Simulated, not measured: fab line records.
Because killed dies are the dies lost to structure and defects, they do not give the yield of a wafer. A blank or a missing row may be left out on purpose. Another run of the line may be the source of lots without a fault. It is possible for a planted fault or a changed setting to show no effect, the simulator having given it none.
One fault through the eyes of 2 desks :: flow gf180mcu :: only its own numbers are on each desk; what lay behind them is given at the end

## AT THE METROLOGY DESK
Lot by lot, what the gauges showed, no matter which tool ran the lot: averages of those sampled wafers that carry a number. Any lot whose mean is over 4 standard deviations away from the usual mean is out of limits and marked OUT; that distance is given in the brackets.
Columns: A = CONTACT_W_RS at GF_CONTACT_RS_MEAS_25, usual 0.379 ohm/sq; B = CONTACT_W_THK at GF_CONTACT_THK_MEAS_26, usual 307 nm; C = V1_OVL at GF_V1_OVL_MEAS_15, usual -1 nm
lot: L258
first seen here: day 16 02:02
A: 0.379
B: 307
C: -2

lot: L259
first seen here: day 16 13:25
A: 0.380
B: 306
C: -3

lot: L261
first seen here: day 17 05:41
A: 0.373
B: 315
C: -3

lot: L262
first seen here: day 17 16:41
A: 0.384
B: 306
C: 2

lot: L264
first seen here: day 18 05:17
A: 0.388
B: 298
C: 3

lot: L269
first seen here: day 20 05:47
A: 0.324 (-6.0) OUT
B: 367 (+7.9) OUT
C: -0

lot: L270
first seen here: day 20 19:04
A: 0.322 (-6.2) OUT
B: 374 (+8.9) OUT
C: -6

lot: L271
first seen here: day 20 23:05
A: 0.324 (-6.0) OUT
B: 360 (+7.0) OUT
C: -6

lot: L278
first seen here: day 23 10:05
A: 0.388
B: 300
C: -7

lot: L279
first seen here: day 23 16:22
A: 0.379
B: 308
C: -9

lot: L280
first seen here: day 23 22:05
A: 0.385
B: 304
C: 2

lot: L281
first seen here: day 24 07:13
A: 0.375
B: 310
C: -2
Per this desk, out of limits: L269, L270, L271; the first was L269, day 20 05:47 (CONTACT_W_RS at GF_CONTACT_RS_MEAS_25). In limits: L258, L259, L261, L262, L264, L278, L279, L280, L281.

## DESK OF THE TOOL OWNER: cvd w-02
The tool's own readings at GF_CONTACT_CVD_24 (deposits W, target thk 300 nm, time 90.339 s): means of the sampled wafers that have a number, for each lot that ran on this tool. Any lot whose mean is over 4 standard deviations away from the usual mean is out of limits and marked OUT; that distance is given in the brackets.
Columns: A = heater power outer w at GF_CONTACT_CVD_24, usual 510 W; B = heater power w at GF_CONTACT_CVD_24, usual 840 W
lot: L261
first seen here: day 17 05:35
A: 519
B: 855

lot: L262
first seen here: day 17 16:34
A: 569
B: 980

lot: L269
first seen here: day 20 05:41
A: 546
B: 920

lot: L270
first seen here: day 20 18:58
A: 560
B: 919

lot: L271
first seen here: day 20 22:59
A: 554
B: 938

lot: L279
first seen here: day 23 16:16
A: 528
B: 861

lot: L281
first seen here: day 24 07:07
A: 525
B: 864
Finding of this desk: none of the 7 lots has anything out of limits.

## TAKEN TOGETHER
The metrology desk could have raised an alarm at day 20 05:47, on L269, L270, L271.
Nothing out of limits was seen by the tool owner's desk.
The tool owner's desk has L269, L270, L271 on record, within its limits.
All the named lots went through GF_CONTACT_CVD_24 on cvd w-02.

## WHAT THE SIMULATOR HAD PUT IN
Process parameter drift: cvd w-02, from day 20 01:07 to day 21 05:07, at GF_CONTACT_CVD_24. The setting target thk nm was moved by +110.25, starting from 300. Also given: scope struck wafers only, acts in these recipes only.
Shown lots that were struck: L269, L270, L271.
Time in hours between the start of the fault and the first out-of-limits reading at each desk: metrology desk, 5.
